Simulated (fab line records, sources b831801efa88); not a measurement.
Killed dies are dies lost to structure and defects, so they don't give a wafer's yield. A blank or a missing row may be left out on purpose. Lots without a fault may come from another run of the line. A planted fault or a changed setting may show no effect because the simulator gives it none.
A struck lot beside a sound one | flow gf180mcu | 25 steps out of a route of 602
Sound: wafers L214.1, L214.3, L214.4. Struck: wafers L211.4, L211.5, L211.6. The cause comes at the end.
At each step with rows: each side's tool, then ch and its chambers, then its first start. Under that, the readings that differ: sound wafers | struck wafers | difference of the means | sigmas: that difference in standard deviations of wafers without a fault.
alike: readings whose means differ by less than 2 such deviations, and words and numbers that are the same on both sides. not compared: withheld readings, readings that some wafer has no value for, bounds like >300 that may hide the same value, and numbers for which the record gives no deviation and whose values overlap.
The two part at a step that has a row with sigmas, a row that says differs or no value, or rows on one side only. Numbers that don't overlap but have no deviation are shown without sigmas and don't part them. A reading that every wafer of one side lacks parts them only if that side has two wafers or more.

first, 2 steps without rows for these wafers: GF_V2_STRIP_19 (strips in post etch residue remover, time 1200 s); GF_V2_CLEAN_20 (cleans in DIW).
GF_V2_SPUTTER_21: material Ti, target thk 15 nm, time 80.02 s.
  sound on pvd_sputter-02, day 27 09:16; struck on pvd_sputter-02, day 26 15:50
  alike: cathode_dc_power_W, chamber_pressure_pa, throttle_valve_pct
then, 2 steps without rows for these wafers: GF_V2_SPUTTER_22 (material TiN, target thk 10 nm, time 40 s); GF_V2_CVD_23 (deposits W, target thk 350 nm, time 104.94 s).
GF_V2_RS_MEAS_24: measures by four-point-probe.
  sound on film_metro-04, day 27 09:28; struck on film_metro-02, day 26 16:06
  alike: V2_W_RS
GF_V2_THK_MEAS_25: measures by xrf.
  sound on film_metro-04, day 27 09:35; struck on film_metro-02, day 26 16:11
  alike: V2_W_THK
GF_V2_CMP_26: polishes, stops on SiO2, t overpolish 15 s, target thk 0 nm.
  sound on cmp-02 ch 0,1,2, day 27 09:42; struck on cmp-01 ch 0,1, day 26 16:13
  reading                | sound          | struck         | difference | sigmas
  time_to_endpoint_s (s) | 83.7 78.7 79.6 | 85.1 86.8 90.4 | +6.8       | +2
  alike: motor_current_A, overpolish_run_s, platen_rpm
GF_M3_SPUTTER_00: material Ti, target thk 37.5 nm, time 150 s.
  sound on pvd_sputter-03, day 27 09:57; struck on pvd_sputter-03, day 26 16:34
  alike: cathode_dc_power_W, chamber_pressure_pa, throttle_valve_pct
GF_M3_SPUTTER_01: material TiN, target thk 30 nm, time 25 s.
  sound on pvd_sputter-03, day 27 10:03; struck on pvd_sputter-03, day 26 16:38
  alike: cathode_dc_power_W, chamber_pressure_pa, throttle_valve_pct
then, 2 steps without rows for these wafers: GF_M3_SPUTTER_02 (material AlCu, target thk 450 nm, time 23.9 s); GF_M3_SPUTTER_03 (material Ti, target thk 10 nm, time 6.7 s).
GF_M3_SPUTTER_04: material TiN, target thk 50 nm, time 41.7 s.
  sound on pvd_sputter-03, day 27 10:08; struck on pvd_sputter-03, day 26 16:43
  no value came back on the struck wafers for cathode_dc_power_W (W), chamber_pressure_pa (Pa), throttle_valve_pct (%); on the sound wafers cathode_dc_power_W (W) reads 6499.8 6501.4 6500.0
GF_M3_THK_MEAS_06: measures by xrf.
  sound on film_metro-03, day 27 10:17; struck on film_metro-03, day 26 16:53
  reading          | sound       | struck      | difference | sigmas
  M3_ALCU_THK (nm) | 449 454 457 | 504 504 505 | +51        | +11
then, 7 steps without rows for these wafers: GF_M3_DEHYDRATE_07 (time 60 s); GF_M3_HMDS_08 (prime time 60 s); GF_M3_COAT_09 (resist thk 1000 nm); GF_M3_SOFTBAKE_10 (time 60 s); GF_M3_EXPOSE_11 (exposes mask Metal3, target cd 280 nm); GF_M3_PEB_12 (peb time 90 s); GF_M3_DEVELOP_13 (develop time 60 s).
GF_M3_CD_MEAS_14: target cd 280 nm.
  sound on cd_sem-02, day 28 06:01; struck on cd_sem-02, day 27 12:38
  alike: cd_nm
GF_M3_OVL_MEAS_15:
  sound on overlay-01, day 28 06:08; struck on overlay-01, day 27 12:43
  alike: M3_OVL
GF_M3_METAL_ETCH_16: etches the open film in Cl2/BCl3, stops on SiO2, target depth 627.5 nm, time 104.6 s.
  sound on rie_metal-01 ch 0,1, day 28 06:10; struck on rie_metal-04 ch 0,1, day 27 12:46
  reading               | sound             | struck            | difference | sigmas
  oes_product_au (a.u.) | 0.969 0.976 0.974 | 0.991 0.989 0.991 | +0.017     | +3
  alike: drypump_motor_current_A, throttle_valve_pct
  not compared: rf_hours_counter_h
GF_M3_STRIP_17: strips in O2/N2.
  sound on plasma_asher-02 ch 0,1, day 28 06:17; struck on plasma_asher-02 ch 0,1, day 27 12:52
  alike: drypump_motor_current_A, heater_power_w, oes_product_au, strip_time_to_endpoint_s
  not compared: rf_hours_counter_h

WHERE THEY PART
First at GF_V2_CMP_26; last, within this record, at GF_M3_METAL_ETCH_16. Later steps at which nothing parts them and some readings are alike: GF_M3_STRIP_17.

WHY: what the simulator had put in
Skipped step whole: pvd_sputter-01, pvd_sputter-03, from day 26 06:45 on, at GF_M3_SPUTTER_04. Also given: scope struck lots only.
